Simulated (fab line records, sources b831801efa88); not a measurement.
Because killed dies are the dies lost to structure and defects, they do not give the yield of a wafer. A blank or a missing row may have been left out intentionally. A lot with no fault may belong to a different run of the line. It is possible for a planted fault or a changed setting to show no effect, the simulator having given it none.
One fault through the eyes of 2 desks    flow gf180mcu    each desk holds nothing but its own numbers, with what lay behind them at the end

== THE TOOL OWNER'S DESK: implanter-04 ==
The tool's own readings at GF_HV_LDD_IMPLANT_36: means of the sampled wafers that have a number, for each lot that ran on this tool. The brackets show how far a lot's mean lies from the usual mean; more than 4 standard deviations puts the lot out of limits, marked OUT.
Columns: A = beam energy keV at GF_HV_LDD_IMPLANT_36, usual 60.000; B = beam on s at GF_HV_LDD_IMPLANT_36, usual 10.01 s; C = dose ions cm2 at GF_HV_LDD_IMPLANT_36, usual 7.501e+12; D = faraday current uA at GF_HV_LDD_IMPLANT_36, usual 42.2
lot   first seen here  A       B      C                    D
L964  day 13 14:15     59.973  10.13  6.789e+12 (-85) OUT  37.7 (-5.0) OUT
L965  day 13 21:01     59.986  10.08  6.784e+12 (-85) OUT  37.8 (-4.9) OUT
L978  day 18 05:58     60.023  9.96   7.508e+12            42.5
L981  day 19 05:26     60.005  10.07  7.504e+12            42.0
This desk's finding: out of limits on L964, L965; first on L964, day 13 14:15 (dose ions cm2 at GF_HV_LDD_IMPLANT_36). L978, L981 stayed within limits.

== THE METROLOGY DESK ==
What the gauges read for every lot (on any tool): the sampled wafers with a number, averaged. The brackets show how far a lot's mean lies from the usual mean; more than 4 standard deviations puts the lot out of limits, marked OUT.
Columns: A = cd nm at GF_HV_LDD_CD_MEAS_31, usual 399.9 nm; B = HV_LDD_02_OVL at GF_HV_LDD_OVL_MEAS_32, usual 0.5 nm
lot   first seen here  A      B
L964  day 13 13:39     402.4  0.7
L965  day 13 20:23     399.5  1.7
L976  day 17 18:20     400.8  1.3
L977  day 17 23:46     396.0  0.8
L978  day 18 05:21     397.2  0.0
L981  day 19 04:49     398.0  1.3
This desk found nothing out of limits on any of the 6 lots.

== BROUGHT TOGETHER ==
The tool owner's desk had the chance to raise an alarm at day 13 14:15 on L964, L965.
Nothing out of limits was seen by the metrology desk.
The metrology desk has L964, L965 on record, within its limits.
Every lot named ran GF_HV_LDD_IMPLANT_36 on implanter-04.

== WHAT HAD BEEN PUT IN BY THE SIMULATOR ==
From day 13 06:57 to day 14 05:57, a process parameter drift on implanter-04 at GF_HV_LDD_IMPLANT_36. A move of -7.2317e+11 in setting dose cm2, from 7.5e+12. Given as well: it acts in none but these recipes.
Lots struck among those shown: L964, L965.
Each desk's first reading out of limits, in hours after the fault started: the tool owner's desk, 7.
